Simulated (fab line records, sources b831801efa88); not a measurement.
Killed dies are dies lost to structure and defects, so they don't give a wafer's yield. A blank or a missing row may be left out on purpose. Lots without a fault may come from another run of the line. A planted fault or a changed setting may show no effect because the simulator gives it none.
Problem report in the 8D (eight disciplines) form, filled by code | flow gf180mcu | the parts of the form that need people (team, actions taken, sign-off) are left out

1. THE PROBLEM
run_length_s at GF_STI_ETCH_14 reads a mean of 138.7 s on 1 wafer of 1 lot; wafers without a fault read 130.9 s with a standard deviation of 0.36. That is +22 standard deviations from the usual mean.
The step: etches Si in HBr/Cl2/O2, target depth 360 nm, time 102.9 s.
First seen on wafer L838.3, day 5 06:09, on rie_si-01. The record holds 39 wafers of 13 lots with a number at this step. Rule for "out", or "out of limits": more than 4 standard deviations from the usual mean. The other wafers with a number count as sound.

2. WHAT IT IS AND WHAT IT IS NOT
question                    | is               | is not
which readings at this step | run_length_s     | drypump_motor_current_A, oes_product_au, throttle_valve_pct
which lots                  | L838             | L823, L824, L825, L826, L828, L829, L831, L832, L833, L834, L835, L844
which wafers of those lots  | L838.3           | L838.1, L838.6
read on which tools         | rie_si-01        | rie_si-02
when                        | from day 5 06:09 | up to then (35 sound wafers); but 3 sound wafers of L844 came after

3. SUSPECTS, AND WHAT RULES EACH OUT
Counting: a tool at a process step up to the reading stays a suspect if it ran every lot that is out. Sound lots after the first of them don't rule it out here, since some wafers of a struck lot are sound.
- rie_si-01 at GF_STI_ETCH_14 (etches Si in HBr/Cl2/O2, target depth 360 nm, time 102.9 s): kept. It ran the lot that is out, L838 (day 5 06:09); its last sound lot up to then is L835 (day 4 14:21). Its own readings are out on those wafers: run_length_s.
- Within rie_si-01 at GF_STI_ETCH_14: the wafers that are out ran in chamber 1; their sound lot-mates ran in chambers 0, 3.
Left after counting: rie_si-01 at GF_STI_ETCH_14.

4. THE CAUSE (what the simulator had put in)
Process parameter drift: rie_si-01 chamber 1, from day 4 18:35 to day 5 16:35, at GF_STI_ETCH_14. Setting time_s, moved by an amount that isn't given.
Counting left only this tool.

5. THE CHAIN OF EFFECTS, in route order
Each row: a reading whose mean over the struck wafers that have a number lies more than 3 standard deviations from the usual. Only readings for which the record gives a usual standard deviation are gone through. hours: the time from each lot's start at the first step in this table that gives one to its start at this step, as a median over the lots. sigmas: the change in usual standard deviations.
hours | step           | reading      | usual   | on struck wafers | change | sigmas
0     | GF_STI_ETCH_14 | run_length_s | 130.9 s | 138.7            | +7.8   | +22
The process steps in it:
- GF_STI_ETCH_14: etches Si in HBr/Cl2/O2, target depth 360 nm, time 102.9 s.
Later measuring or inspecting steps at which every struck wafer that the step has a row for has a number for every such reading, and none has moved that far: GF_NWELL_OVL_MEAS_07.

6. WHAT WOULD HAVE CAUGHT IT SOONER
In this record the first reading out of limits was taken at day 5 06:09, 12 hours after the fault began at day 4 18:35.
